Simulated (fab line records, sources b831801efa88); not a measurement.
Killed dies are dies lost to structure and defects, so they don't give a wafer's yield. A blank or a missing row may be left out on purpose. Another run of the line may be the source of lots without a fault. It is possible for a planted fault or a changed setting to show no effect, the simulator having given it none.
fab line records	flow gf180mcu
record: lots: 24	wafers: 72	lastDay: 34
route steps=602 shown SALICIDE@284 M3@409 V3@430 V4@480
lots untouched by any fault: they come from a run of this same line in which no faults occurred
startH: start of the lot's first displayed wafer, in hours after the record's first day	waitH: how many hours have passed since the lot's step before this one	" identical to the entry in the row above	L1.1+2: one row covering several wafers at once	- no value, or no start was given	* or withheld: withheld	< > ~ a bound
route shown NAME@n: NAME is a module with steps in the file, n the number in the route of the first one	usual: mean/standard deviation of fault-free wafers	same: alike in all rows	chamber/n: place in a boat	sites: each site's reading	_std_site: standard deviation across them	_edge_site: the outer-site mean with the inner-site mean subtracted	radiusMm: how far each site lies from the wafer's centre	mask NAME#n: copy n	behind: the tool/chamber that last shaped the wafer	hold: cause of the lot's hold/its duration in hours/its outcome	device: whichever transistor did not switch (one of n, p or np)	end of line: the same wafers' tests at the end of the route	a step given without rows: its recipe and nothing more	killed: the dies lost at the first sort to structure and to defects; this is not the yield of the wafer	map: shows each die of a wafer: x if killed, . if not, _ if none is there
set.NAME: the run value of the setting; set.NAME@STEP: its run value at that earlier step	model.NAME: the simulator's own value behind a step, which no gauge read
one table for each step of the route and one row for each wafer, over a sample of lots
services: the hour from which a tool's chamber was out of use, counted from the record's first day as startH (under 0 if before that day), plus the number of hours and why
== steps ==
step: GF_SALICIDE_RTA_06
recipe: tempC: 530	timeS: 30	ambient: N2
usual: lampPowerPct: 6.40/0.06	wafer_temp_C_max: 531.6/0.64
lot.wafer	tool	chamber	startH	waitH	lampPowerPct	wafer_temp_C_max
L074.2	rtpAnneal-02	0	336.47	0.1	6.45	531.5
L074.4	"	0	"	"	6.44	531.6
L074.5	"	0	"	"	6.43	531.0
L075.1	rtpAnneal-01	0	346.15	0.1	6.32	532.4
L075.2	"	0	"	"	6.31	532.2
L075.6	"	0	"	"	6.33	532.1
L076.3	rtpAnneal-02	0	355.43	0.1	6.44	531.3
L076.4	"	0	"	"	6.46	531.0
L076.5	"	0	"	"	6.44	531.5
L077.3	rtpAnneal-01	0	364.84	0.1	6.32	531.9
L077.4	"	0	"	"	6.31	532.8
L077.6	"	0	"	"	6.32	532.2
L078.2	rtpAnneal-02	0	369.56	0.1	6.44	531.0
L078.3	"	0	"	"	6.44	531.4
L078.6	"	0	"	"	6.45	531.2
L079.3	rtpAnneal-02	0	382.95	0.1	6.44	530.9
L079.5	"	0	"	"	6.45	530.8
L079.6	"	0	"	"	6.44	531.5
L080.1	rtpAnneal-01	0	392.73	0.1	6.33	531.9
L080.2	"	0	"	"	6.32	532.9
L080.3	"	0	"	"	6.32	532.3
L081.1	rtpAnneal-01	0	402.22	0.1	6.32	532.9
L081.3	"	0	"	"	6.31	532.2
L081.6	"	0	"	"	6.33	532.0
L082.1	rtpAnneal-02	0	412.69	0.1	6.45	531.1
L082.2	"	0	"	"	6.44	530.9
L082.6	"	0	"	"	6.44	531.1
L083.3	rtpAnneal-02	0	422.92	0.1	6.44	531.7
L083.4	"	0	"	"	6.44	531.6
L083.5	"	0	"	"	6.44	531.2
L084.1	rtpAnneal-02	0	432.21	0.1	6.44	531.0
L084.5	"	0	"	"	6.44	531.2
L084.6	"	0	"	"	6.44	531.4
L085.1	rtpAnneal-02	0	434.33	0.1	6.44	531.5
L085.5	"	0	"	"	6.43	531.1
L085.6	"	0	"	"	6.44	531.8
L086.3	rtpAnneal-02	0	445.60	0.1	6.45	530.9
L086.4	"	0	"	"	6.45	531.0
L086.6	"	0	"	"	6.44	531.7
L087.1	rtpAnneal-02	0	453.57	0.1	6.45	531.1
L087.3	"	0	"	"	6.45	531.0
L087.6	"	0	"	"	6.44	531.0
L088.1	rtpAnneal-02	0	456.32	0.1	6.44	530.9
L088.2	"	0	"	"	6.43	531.0
L088.4	"	0	"	"	6.44	531.1
L089.4	rtpAnneal-01	0	477.38	0.1	6.32	531.9
L089.5	"	0	"	"	6.32	532.7
L089.6	"	0	"	"	6.32	532.4
L090.1	rtpAnneal-02	0	485.95	0.1	6.44	531.3
L090.3	"	0	"	"	6.44	531.2
L090.6	"	0	"	"	6.44	530.9
L091.1	rtpAnneal-02	0	492.64	0.1	6.46	531.4
L091.3	"	0	"	"	6.44	530.8
L091.4	"	0	"	"	6.44	531.3
L092.1	rtpAnneal-01	0	498.95	0.1	6.33	532.4
L092.4	"	0	"	"	6.32	531.8
L092.5	"	0	"	"	6.32	531.7
L093.1	rtpAnneal-01	0	505.09	0.1	6.31	533.3
L093.2	"	0	"	"	6.32	532.6
L093.3	"	0	"	"	6.32	532.7
L094.1	rtpAnneal-02	0	514.82	0.1	6.44	530.7
L094.2	"	0	"	"	6.45	531.1
L094.4	"	0	"	"	6.45	531.1
L095.1	rtpAnneal-01	0	523.23	0.1	6.32	532.0
L095.2	"	0	"	"	6.32	532.8
L095.5	"	0	"	"	6.32	532.3
L096.2	rtpAnneal-01	0	529.05	0.1	6.32	531.7
L096.4	"	0	"	"	6.33	532.0
L096.5	"	0	"	"	6.32	531.6
L097.4	rtpAnneal-02	0	532.43	0.1	6.45	530.5
L097.5	"	0	"	"	6.45	531.2
L097.6	"	0	"	"	6.44	530.9
step: GF_M3_SPUTTER_00
recipe: material: Ti	targetThkNm: 37.5	arrivingIonEnergyEv: 80	substrateTempC: 200	chamberPressurePa: 2	powerW: 4000	timeS: 150
usual: throttleValvePct: 29.6/0.94
lot.wafer	tool	chamber	startH	waitH	throttleValvePct
L074.2	pvdSputter-03	-	460.74	0.1	29.6
L074.4	"	-	"	"	30.6
L074.5	"	-	"	"	30.0
L075.1	pvdSputter-04	-	470.36	0.1	30.7
L075.2	"	-	"	"	28.8
L075.6	"	-	"	"	30.9
L076.3	pvdSputter-03	-	481.44	0.1	29.0
L076.4	"	-	"	"	30.3
L076.5	"	-	"	"	29.3
L077.3	pvdSputter-04	-	491.86	0.2	30.9
L077.4	"	-	"	"	28.9
L077.6	"	-	"	"	29.2
L078.2	pvdSputter-03	-	495.27	0.1	30.7
L078.3	"	-	"	"	29.7
L078.6	"	-	"	"	29.4
L079.3	pvdSputter-01	-	509.29	0.2	28.1
L079.5	"	-	"	"	28.1
L079.6	"	-	"	"	28.1
L080.1	pvdSputter-01	-	519.26	0.1	31.2
L080.2	"	-	"	"	28.4
L080.3	"	-	"	"	29.5
L081.1	pvdSputter-04	-	529.22	0.1	30.7
L081.3	"	-	"	"	29.0
L081.6	"	-	"	"	31.1
L082.1	pvdSputter-04	-	538.79	0.2	31.3
L082.2	"	-	"	"	30.0
L082.6	"	-	"	"	29.9
L083.3	pvdSputter-03	-	551.36	0.1	29.8
L083.4	"	-	"	"	29.5
L083.5	"	-	"	"	30.8
L084.1	pvdSputter-03	-	558.60	0.2	30.6
L084.5	"	-	"	"	30.4
L084.6	"	-	"	"	28.8
L085.1	pvdSputter-04	-	562.34	0.2	28.8
L085.5	"	-	"	"	29.3
L085.6	"	-	"	"	30.1
L086.3	pvdSputter-04	-	569.81	0.2	30.8
L086.4	"	-	"	"	29.7
L086.6	"	-	"	"	29.3
L087.1	pvdSputter-01	-	577.88	0.2	28.0
L087.3	"	-	"	"	29.6
L087.6	"	-	"	"	31.2
L088.1	pvdSputter-04	-	580.23	0.2	28.7
L088.2	"	-	"	"	30.0
L088.4	"	-	"	"	28.7
L089.4	pvdSputter-04	-	597.59	0.2	29.1
L089.5	"	-	"	"	29.0
L089.6	"	-	"	"	30.0
L090.1	pvdSputter-01	-	607.59	0.2	28.3
L090.3	"	-	"	"	29.5
L090.6	"	-	"	"	29.4
L091.1	pvdSputter-01	-	611.49	0.2	28.0
L091.3	"	-	"	"	31.3
L091.4	"	-	"	"	27.9
L092.1	pvdSputter-04	-	617.47	0.2	29.7
L092.4	"	-	"	"	28.9
L092.5	"	-	"	"	30.1
L093.1	pvdSputter-03	-	623.08	0.2	29.5
L093.2	"	-	"	"	30.7
L093.3	"	-	"	"	28.6
L094.1	pvdSputter-04	-	630.87	0.1	29.0
L094.2	"	-	"	"	31.2
L094.4	"	-	"	"	29.9
L095.1	pvdSputter-04	-	639.29	0.2	29.0
L095.2	"	-	"	"	28.8
L095.5	"	-	"	"	29.7
L096.2	pvdSputter-01	-	643.48	0.2	28.5
L096.4	"	-	"	"	28.1
L096.5	"	-	"	"	31.4
L097.4	pvdSputter-01	-	645.48	0.1	28.3
L097.5	"	-	"	"	28.2
L097.6	"	-	"	"	28.1
step: GF_V3_THK_MEAS_01
recipe: reads: SiO2_of_V3_CVD_00
usual: V3_CVD_00_THK: 598/7
lot.wafer	tool	chamber	startH	waitH	V3_CVD_00_THK[nm]
L074.2	filmMetro-04	-	485.43	0.0	612
L074.4	"	-	"	"	625
L074.5	"	-	"	"	613
L075.1	filmMetro-02	-	495.16	0.0	600
L075.2	"	-	"	"	602
L075.6	"	-	"	"	601
L076.3	filmMetro-02	-	505.65	0.1	595
L076.4	"	-	"	"	592
L076.5	"	-	"	"	588
L077.3	filmMetro-03	-	516.28	0.1	591
L077.4	"	-	"	"	601
L077.6	"	-	"	"	591
L078.2	filmMetro-04	-	519.67	0.1	593
L078.3	"	-	"	"	594
L078.6	"	-	"	"	594
L079.3	filmMetro-02	-	533.53	0.1	600
L079.5	"	-	"	"	588
L079.6	"	-	"	"	606
L080.1	filmMetro-03	-	542.69	0.0	596
L080.2	"	-	"	"	600
L080.3	"	-	"	"	598
L081.1	filmMetro-02	-	553.01	0.0	596
L081.3	"	-	"	"	591
L081.6	"	-	"	"	595
L082.1	filmMetro-04	-	562.04	0.0	591
L082.2	"	-	"	"	597
L082.6	"	-	"	"	596
L083.3	filmMetro-04	-	575.07	0.1	595
L083.4	"	-	"	"	604
L083.5	"	-	"	"	597
L084.1	filmMetro-03	-	581.17	0.0	608
L084.5	"	-	"	"	607
L084.6	"	-	"	"	599
L085.1	filmMetro-02	-	585.06	0.0	597
L085.5	"	-	"	"	600
L085.6	"	-	"	"	590
L086.3	filmMetro-04	-	592.27	0.1	599
L086.4	"	-	"	"	598
L086.6	"	-	"	"	593
L087.1	filmMetro-04	-	599.92	0.0	596
L087.3	"	-	"	"	602
L087.6	"	-	"	"	601
L088.1	filmMetro-02	-	602.14	0.0	604
L088.2	"	-	"	"	604
L088.4	"	-	"	"	608
L089.4	filmMetro-03	-	618.73	0.0	593
L089.5	"	-	"	"	592
L089.6	"	-	"	"	597
L090.1	filmMetro-03	-	628.86	0.0	602
L090.3	"	-	"	"	601
L090.6	"	-	"	"	602
L091.1	filmMetro-03	-	632.76	0.0	599
L091.3	"	-	"	"	603
L091.4	"	-	"	"	609
L092.1	filmMetro-04	-	638.88	0.0	592
L092.4	"	-	"	"	598
L092.5	"	-	"	"	601
L093.1	filmMetro-03	-	644.29	0.1	601
L093.2	"	-	"	"	609
L093.3	"	-	"	"	607
L094.1	filmMetro-03	-	652.59	0.0	587
L094.2	"	-	"	"	587
L094.4	"	-	"	"	594
L095.1	filmMetro-04	-	660.22	0.0	592
L095.2	"	-	"	"	605
L095.5	"	-	"	"	589
L096.2	filmMetro-02	-	663.86	0.0	590
L096.4	"	-	"	"	600
L096.5	"	-	"	"	583
L097.4	filmMetro-02	-	666.27	0.0	589
L097.5	"	-	"	"	602
L097.6	"	-	"	"	598
step: GF_V3_ETCH_17
recipe: chemistry: C4F8/O2/Ar	maskMaterial: KrF	target: SiO2	stopOn: TiN	sourceW: 1500	biasW: 1200	pressureMtorr: 40	c4f8FlowSccm: withheld	O2_flow_sccm: 6	Ar_flow_sccm: 300	timeS: withheld	targetDepthA: 6350
usual: oesProductAu: 0.856/0.0042
lot.wafer	tool	chamber	startH	waitH	oesProductAu
L074.2	rieDiel-03	1	-	-	0.854
L074.4	"	0	"	"	0.857
L074.5	"	2	"	"	0.854
L075.1	rieDiel-03	2	-	-	0.861
L075.2	"	0	"	"	0.863
L075.6	"	2	"	"	0.855
L076.3	rieDiel-03	0	-	-	0.863
L076.4	"	2	"	"	0.864
L076.5	"	0	"	"	0.866
L077.3	rieDiel-03	0	-	-	0.853
L077.4	"	2	"	"	0.852
L077.6	"	0	"	"	0.857
L078.2	rieDiel-04	3	-	-	0.856
L078.3	"	0	"	"	0.851
L078.6	"	2	"	"	0.859
L079.3	rieDiel-03	0	-	-	0.864
L079.5	"	3	"	"	0.852
L079.6	"	0	"	"	0.861
L080.1	rieDiel-03	1	-	-	0.857
L080.2	"	3	"	"	0.852
L080.3	"	2	"	"	0.856
L081.1	rieDiel-04	0	-	-	0.854
L081.3	"	1	"	"	0.848
L081.6	"	1	"	"	0.854
L082.1	rieDiel-03	1	-	-	0.860
L082.2	"	2	"	"	0.855
L082.6	"	0	"	"	0.859
L083.3	rieDiel-04	3	-	-	0.854
L083.4	"	2	"	"	0.859
L083.5	"	0	"	"	0.842
L084.1	rieDiel-03	1	-	-	0.858
L084.5	"	0	"	"	0.856
L084.6	"	3	"	"	0.857
L085.1	rieDiel-03	1	-	-	0.857
L085.5	"	2	"	"	0.857
L085.6	"	1	"	"	0.847
L086.3	rieDiel-03	3	-	-	0.854
L086.4	"	0	"	"	0.854
L086.6	"	1	"	"	0.852
L087.1	rieDiel-01	0	-	-	0.857
L087.3	"	1	"	"	0.853
L087.6	"	1	"	"	0.853
L088.1	rieDiel-03	3	-	-	0.858
L088.2	"	1	"	"	0.854
L088.4	"	0	"	"	0.853
L089.4	rieDiel-01	0	-	-	0.858
L089.5	"	3	"	"	0.862
L089.6	"	0	"	"	0.857
L090.1	rieDiel-03	3	-	-	0.860
L090.3	"	0	"	"	0.857
L090.6	"	0	"	"	0.859
L091.1	rieDiel-01	3	-	-	0.862
L091.3	"	0	"	"	0.856
L091.4	"	1	"	"	0.849
L092.1	rieDiel-03	2	-	-	0.847
L092.4	"	0	"	"	0.855
L092.5	"	1	"	"	0.863
L093.1	rieDiel-03	1	-	-	0.855
L093.2	"	3	"	"	0.858
L093.3	"	2	"	"	0.855
L094.1	rieDiel-04	0	-	-	0.858
L094.2	"	1	"	"	0.856
L094.4	"	2	"	"	0.858
L095.1	rieDiel-04	2	-	-	0.856
L095.2	"	3	"	"	0.862
L095.5	"	0	"	"	0.859
L096.2	rieDiel-04	2	-	-	0.860
L096.4	"	1	"	"	0.861
L096.5	"	3	"	"	0.859
L097.4	rieDiel-03	1	-	-	0.858
L097.5	"	2	"	"	0.856
L097.6	"	1	"	"	0.858
step: GF_V4_CMP_04
recipe: material: SiO2	downForcePsi: 4	platenRpm: 60	padVelocityMS: 0.94248
usual: motorCurrentA: 11.9/0.99	timeToEndpointS: 78/4.9
lot.wafer	tool	chamber	startH	waitH	motorCurrentA	timeToEndpointS
L074.2	cmp-01	0	534.97	0.0	10.7	73
L074.4	"	1	"	"	11.5	79
L074.5	"	0	"	"	10.9	70
L075.1	cmp-02	3	544.76	0.1	10.8	76
L075.2	"	0	"	"	12.1	76
L075.6	"	0	"	"	12.1	80
L076.3	cmp-02	3	554.43	0.1	11.1	69
L076.4	"	1	"	"	12.4	76
L076.5	"	3	"	"	11.3	77
L077.4	cmp-02	3	564.37	0.1	10.4	79
L077.3	"	0	"	"	12.1	75
L077.6	"	2	"	"	12.6	75
L078.2	cmp-01	1	568.08	0.0	11.4	77
L078.3	"	2	"	"	12.3	69
L078.6	"	1	"	"	11.7	76
L079.3	cmp-02	1	580.62	0.1	11.2	72
L079.6	"	0	"	"	11.9	82
L079.5	"	1	"	"	11.9	78
L080.3	cmp-01	3	590.73	0.0	11.0	87
L080.1	"	0	"	"	11.1	76
L080.2	"	2	"	"	11.8	75
L081.3	cmp-01	3	598.91	0.1	10.8	81
L081.1	"	0	"	"	11.3	79
L081.6	"	2	"	"	12.2	82
L082.1	cmp-01	3	607.54	0.1	11.3	73
L082.2	"	2	"	"	12.0	77
L082.6	"	3	"	"	11.2	86
L083.4	cmp-01	0	621.33	0.3	10.0	77
L083.3	"	2	"	"	11.9	77
L083.5	"	3	"	"	10.9	82
L084.1	cmp-01	1	626.62	0.1	12.3	80
L084.6	"	1	"	"	12.2	91
L084.5	"	2	"	"	12.1	79
L085.1	cmp-01	1	629.63	0.1	11.0	77
L085.6	"	3	"	"	11.0	82
L085.5	"	0	"	"	10.9	78
L086.3	cmp-02	1	636.63	0.0	12.0	75
L086.4	"	2	"	"	13.8	85
L086.6	"	1	"	"	13.1	79
L087.1	cmp-01	2	644.14	0.1	12.9	73
L087.3	"	3	"	"	11.5	77
L087.6	"	3	"	"	11.4	86
L088.1	cmp-02	3	646.20	0.1	11.1	82
L088.2	"	1	"	"	12.2	71
L088.4	"	2	"	"	14.2	79
L089.4	cmp-02	1	661.99	0.0	11.8	77
L089.6	"	1	"	"	12.5	78
L089.5	"	2	"	"	13.6	76
L090.3	cmp-02	1	671.38	0.1	11.6	69
L090.1	"	3	"	"	11.1	76
L090.6	"	1	"	"	12.1	81
L091.3	cmp-01	2	675.32	0.0	12.9	75
L091.4	"	0	"	"	10.6	81
L091.1	"	1	"	"	11.7	83
L092.4	cmp-01	3	681.28	0.3	10.8	86
L092.1	"	0	"	"	10.6	74
L092.5	"	2	"	"	12.2	79
L093.1	cmp-02	2	686.43	0.1	14.3	80
L093.3	"	0	"	"	11.7	79
L093.2	"	1	"	"	11.9	77
L094.2	cmp-01	1	693.81	0.0	11.9	79
L094.4	"	2	"	"	12.1	80
L094.1	"	0	"	"	10.6	75
L095.2	cmp-02	3	700.80	0.3	11.3	70
L095.1	"	0	"	"	12.0	73
L095.5	"	1	"	"	11.3	81
L096.4	cmp-02	3	704.65	0.0	11.1	81
L096.2	"	2	"	"	14.5	77
L096.5	"	3	"	"	11.7	79
L097.4	cmp-01	3	707.20	0.1	10.9	90
L097.5	"	1	"	"	12.6	91
L097.6	"	2	"	"	12.7	91
step: GF_V4_THK_MEAS_25
recipe: thkMeasGauge: xrf	reads: W_of_V4_CVD_23
usual: V4_W_THK: 350/4.5
lot.wafer	tool	chamber	startH	waitH	V4_W_THK[nm]
L074.2	filmMetro-03	-	559.48	0.1	343
L074.4	"	-	"	"	347
L074.5	"	-	"	"	343
L075.1	filmMetro-04	-	568.34	0.1	357
L075.2	"	-	"	"	351
L075.6	"	-	"	"	356
L076.3	filmMetro-03	-	577.87	0.1	356
L076.4	"	-	"	"	353
L076.5	"	-	"	"	357
L077.3	filmMetro-04	-	587.13	0.1	354
L077.4	"	-	"	"	355
L077.6	"	-	"	"	346
L078.2	filmMetro-03	-	591.01	0.1	354
L078.3	"	-	"	"	351
L078.6	"	-	"	"	353
L079.3	filmMetro-03	-	602.95	0.1	350
L079.5	"	-	"	"	353
L079.6	"	-	"	"	342
L080.1	filmMetro-03	-	613.04	0.1	350
L080.2	"	-	"	"	346
L080.3	"	-	"	"	345
L081.1	filmMetro-04	-	620.92	0.1	345
L081.3	"	-	"	"	349
L081.6	"	-	"	"	347
L082.1	filmMetro-03	-	629.28	0.1	347
L082.2	"	-	"	"	347
L082.6	"	-	"	"	353
L083.3	filmMetro-01	-	642.81	0.1	352
L083.4	"	-	"	"	343
L083.5	"	-	"	"	349
L084.1	filmMetro-01	-	648.04	0.1	345
L084.5	"	-	"	"	349
L084.6	"	-	"	"	345
L085.1	filmMetro-03	-	651.66	0.1	351
L085.5	"	-	"	"	348
L085.6	"	-	"	"	345
L086.3	filmMetro-03	-	658.64	0.1	349
L086.4	"	-	"	"	358
L086.6	"	-	"	"	355
L087.1	filmMetro-01	-	665.14	0.1	346
L087.3	"	-	"	"	352
L087.6	"	-	"	"	346
L088.1	filmMetro-03	-	666.72	0.1	343
L088.2	"	-	"	"	352
L088.4	"	-	"	"	345
L089.4	filmMetro-04	-	682.98	0.1	355
L089.5	"	-	"	"	355
L089.6	"	-	"	"	353
L090.1	filmMetro-03	-	691.77	0.1	350
L090.3	"	-	"	"	350
L090.6	"	-	"	"	352
L091.1	filmMetro-03	-	696.09	0.1	347
L091.3	"	-	"	"	344
L091.4	"	-	"	"	345
L092.1	filmMetro-04	-	700.34	0.1	348
L092.4	"	-	"	"	350
L092.5	"	-	"	"	352
L093.1	filmMetro-01	-	705.75	0.1	360
L093.2	"	-	"	"	356
L093.3	"	-	"	"	356
L094.1	filmMetro-03	-	713.67	0.1	344
L094.2	"	-	"	"	344
L094.4	"	-	"	"	346
L095.1	filmMetro-04	-	720.30	0.1	356
L095.2	"	-	"	"	355
L095.5	"	-	"	"	353
L096.2	filmMetro-04	-	723.38	0.1	353
L096.4	"	-	"	"	349
L096.5	"	-	"	"	350
L097.4	filmMetro-03	-	727.04	0.1	346
L097.5	"	-	"	"	346
L097.6	"	-	"	"	348
== services ==
tool	chamber	startH	hours	kind
rieDiel-03	3	319.56	3.9	repair
cmp-01	-	325.07	4.4	repair
rtpAnneal-02	-	343.60	5.7	pm
cmp-01	-	361.85	0.5	repair
rieDiel-03	1	395.04	4.0	repair
cmp-01	-	404.27	4.0	pm
cmp-01	-	415.89	0.4	repair
cmp-01	-	422.46	5.7	repair
cmp-01	-	437.57	3.2	repair
cmp-02	-	445.51	0.3	repair
rieDiel-03	-	446.40	5.5	repair
cmp-02	-	460.01	1.3	repair
rieDiel-03	0	478.42	18.0	repair
pvdSputter-04	-	518.18	3.9	repair
pvdSputter-04	-	527.09	1.4	repair
rieDiel-03	0	536.02	3.0	repair
cmp-01	-	546.27	0.3	repair
cmp-01	-	550.51	2.6	repair
cmp-02	-	572.00	4.0	pm
cmp-01	-	633.70	5.7	pm
cmp-01	-	668.17	0.6	repair
cmp-01	-	700.74	0.9	repair
rieDiel-03	2	702.13	18.4	repair
rtpAnneal-02	-	703.65	1.3	pm
== key ==
fault none
